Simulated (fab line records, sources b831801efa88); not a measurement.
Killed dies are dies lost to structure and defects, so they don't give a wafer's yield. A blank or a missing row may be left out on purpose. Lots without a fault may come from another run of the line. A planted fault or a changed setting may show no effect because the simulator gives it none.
Chamber matching | flow gf180mcu | GF_PASSIVATION_CVD_02 on pecvd-04: 3 sister chambers
The step deposits Si3N4, target thk 700 nm, time 486.18 s. 24 wafers are shown with their chamber, then 12 later ones without.

WAFERS WITH THEIR CHAMBER
wafer  | chamber | heater_power_w (W)
L077.1 | 1       | 706
L077.2 | 0       | 515
L077.3 | 2       | 530
L077.4 | 0       | 563
L077.5 | 1       | 588
L077.6 | 2       | 583
L078.1 | 1       | 709
L078.3 | 2       | 630
L078.4 | 1       | 574
L079.3 | 2       | 552
L079.5 | 0       | 609
L079.6 | 2       | 594
L080.1 | 1       | 707
L080.2 | 2       | 568
L080.3 | 0       | 640
L080.4 | 1       | 582
L080.5 | 0       | 510
L080.6 | 2       | 595
L081.3 | 2       | 643
L081.4 | 1       | 697
L081.6 | 0       | 604
L089.1 | 2       | 551
L089.5 | 0       | 616
L089.6 | 1       | 576

SIGNATURES (means of the wafers above)
reading        | chamber 0 | chamber 1 | chamber 2 | scatter within a chamber
heater_power_w | 579.57    | 642.38    | 582.89    | 52.6
Rule: a wafer's distance from a chamber is the root of the sum, over the readings, of the square of ((its reading less the chamber's mean) divided by the reading's scatter). The wafer belongs to the nearest chamber; if the next one is less than 2 further off, it can't be placed. The scatter: the root of (the sum of the squares of (reading less its chamber's mean) over the shown wafers, divided by (wafers less chambers)).

WAFERS WITHOUT THEIR CHAMBER
wafer  | heater_power_w (W)
L092.1 | 606
L092.4 | 561
L092.6 | 597
L095.1 | 594
L095.3 | 617
L095.6 | 600
L096.1 | 721
L096.2 | 574
L096.3 | 576
L096.4 | 590
L096.5 | 638
L096.6 | 631

WHICH CHAMBER EACH WENT THROUGH
wafer  | from the rows above          | in truth
L092.1 | can't be placed: 2 or 0 or 1 | 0
L092.4 | can't be placed: 0 or 2 or 1 | 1
L092.6 | can't be placed: 2 or 0 or 1 | 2
L095.1 | can't be placed: 2 or 0 or 1 | 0
L095.3 | can't be placed: 1 or 2 or 0 | 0
L095.6 | can't be placed: 2 or 0 or 1 | 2
L096.1 | can't be placed: 1 or 2 or 0 | 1
L096.2 | can't be placed: 0 or 2 or 1 | 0
L096.3 | can't be placed: 0 or 2 or 1 | 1
L096.4 | can't be placed: 2 or 0 or 1 | 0
L096.5 | can't be placed: 1 or 2 or 0 | 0
L096.6 | can't be placed: 1 or 2 or 0 | 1
Placed correctly: 0 of 12. Can't be placed from these rows: 12 (the true chamber is among the candidates in 12). Placed wrongly: 0.
